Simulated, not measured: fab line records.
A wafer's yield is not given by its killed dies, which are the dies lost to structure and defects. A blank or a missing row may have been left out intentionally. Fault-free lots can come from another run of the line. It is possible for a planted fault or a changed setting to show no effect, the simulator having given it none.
Check of tool commonality	flow sky130	13 lots, 39 wafers sampled

## THE REASON FOR OPENING IT
Of 13 lots, 1 have the reading NWELL_TW flagged at SKY_NWELL_TW_MEAS_15. Fault-free wafers read 1796, with a standard deviation of 14.
Rule: a lot is flagged in two cases, either no wafer of it has a number, or all its wafers with numbers fall more than 4 standard deviations from that mean. As for the other lots, they are considered sound.

lot	measured	on	NWELL_TW, wafer by wafer	flag
L731	day 4 12:50	film_metro-02	1793 1792 1790	
L732	day 4 20:23	film_metro-04	1805 1798 1799	
L733	day 4 22:29	film_metro-04	1802 1808 1807	
L735	day 5 13:42	film_metro-01	1821 1810 1808	
L736	day 5 18:47	film_metro-02	1793 1781 1783	
L737	day 5 22:17	film_metro-02	1779 1785 1790	
L739	day 6 15:59	film_metro-02	30 29 29	FLAGGED
L749	day 8 19:56	film_metro-02	1772 1780 1785	
L750	day 9 02:58	film_metro-04	1788 1778 1795	
L751	day 9 08:59	film_metro-02	1793 1792 1793	
L752	day 9 16:30	film_metro-04	1800 1786 1783	
L753	day 9 20:04	film_metro-01	1820 1805 1818	
L754	day 10 05:57	film_metro-04	1809 1804 1802	
The numbers of the flagged lots are 29 on average: -1767 against the usual, or -99 or more standard deviations.

## EACH LOT AND THE TOOL IT RAN ON
Before the reading, the record contains 2 process steps out of a 708-step route. Read each cell as the tool, then ch plus the chambers that the sampled wafers visited, then the start.
lot	flag	SKY_PWDE_STRIP_09	SKY_NWELL_STRIP_14
L731		plasma_asher-01 ch 0,1, day 3 20:04	plasma_asher-04 ch 0,1, day 4 12:44
L732		plasma_asher-04 ch 1, day 4 03:23	plasma_asher-04 ch 0,1, day 4 20:17
L733		plasma_asher-01 ch 0,1, day 4 05:17	plasma_asher-03 ch 0,1, day 4 22:23
L735		plasma_asher-03 ch 0,1, day 4 19:31	plasma_asher-04 ch 0,1, day 5 13:37
L736		plasma_asher-04 ch 0,1, day 4 23:50	plasma_asher-04 ch 0,1, day 5 18:41
L737		plasma_asher-04 ch 0,1, day 5 03:14	plasma_asher-04 ch 0,1, day 5 22:11
L739	FLAGGED	plasma_asher-01 ch 0,1, day 5 19:50	plasma_asher-03 ch 0,1, day 6 15:53
L749		plasma_asher-04 ch 0,1, day 7 22:52	plasma_asher-02 ch 0,1, day 8 19:50
L750		plasma_asher-01 ch 0,1, day 8 05:46	plasma_asher-02 ch 0,1, day 9 02:52
L751		plasma_asher-01 ch 0,1, day 8 11:50	plasma_asher-03 ch 0,1, day 9 08:53
L752		plasma_asher-04 ch 0,1, day 8 18:37	plasma_asher-02 ch 0,1, day 9 16:25
L753		plasma_asher-03 ch 0,1, day 8 21:51	plasma_asher-03 ch 0,1, day 9 19:58
L754		plasma_asher-01 ch 0,1, day 9 07:30	plasma_asher-03 ch 0,1, day 10 05:52
What these steps do:
- SKY_PWDE_STRIP_09: strips in O2/N2.
- SKY_NWELL_STRIP_14: strips in O2/N2.
- SKY_NWELL_TW_MEAS_15

## FLAGGED AGAINST TOTAL, ONE TOOL AT A TIME (gauges that did the reading follow at the end)
step	tool	lots run	flagged	share of the flagged lots	sound lots run after its first flagged lot
SKY_PWDE_STRIP_09	plasma_asher-01	6	1	all	3 (L750,L751,L754)
SKY_PWDE_STRIP_09	plasma_asher-03	2	0	none	-
SKY_PWDE_STRIP_09	plasma_asher-04	5	0	none	-
SKY_NWELL_STRIP_14	plasma_asher-02	3	0	none	-
SKY_NWELL_STRIP_14	plasma_asher-03	5	1	all	3 (L751,L753,L754)
SKY_NWELL_STRIP_14	plasma_asher-04	5	0	none	-
SKY_NWELL_TW_MEAS_15	film_metro-01	2	0	none	-
SKY_NWELL_TW_MEAS_15	film_metro-02	6	1	all	2 (L749,L751)
SKY_NWELL_TW_MEAS_15	film_metro-04	5	0	none	-

## THE TABLE: WHAT IT ALLOWS
Rows of the table that ran every flagged lot, 3 in all: plasma_asher-01 at SKY_PWDE_STRIP_09, plasma_asher-03 at SKY_NWELL_STRIP_14, film_metro-02 at SKY_NWELL_TW_MEAS_15.
- plasma_asher-01 at SKY_PWDE_STRIP_09: 1 of its 6 lots flagged. After the first flagged lot (L750, L751, L754), sound lots still ran on it; a lasting fault on the whole tool would not permit that. Its own readings (oes_product_au) fall more than 4 standard deviations out on all wafers of the flagged lots.
- plasma_asher-03 at SKY_NWELL_STRIP_14: 1 of its 5 lots flagged. After the first flagged lot (L751, L753, L754), sound lots still ran on it; a lasting fault on the whole tool would not permit that. Its own readings (strip_time_to_endpoint_s) fall more than 4 standard deviations out on all wafers of the flagged lots.
- film_metro-02 at SKY_NWELL_TW_MEAS_15: 1 of its 6 lots flagged. After the first flagged lot (L749, L751), sound lots still ran on it; a lasting fault on the whole tool would not permit that.
No row of the table ran every flagged lot and no sound lot after the first.

## WHAT THE SIMULATOR PUT IN
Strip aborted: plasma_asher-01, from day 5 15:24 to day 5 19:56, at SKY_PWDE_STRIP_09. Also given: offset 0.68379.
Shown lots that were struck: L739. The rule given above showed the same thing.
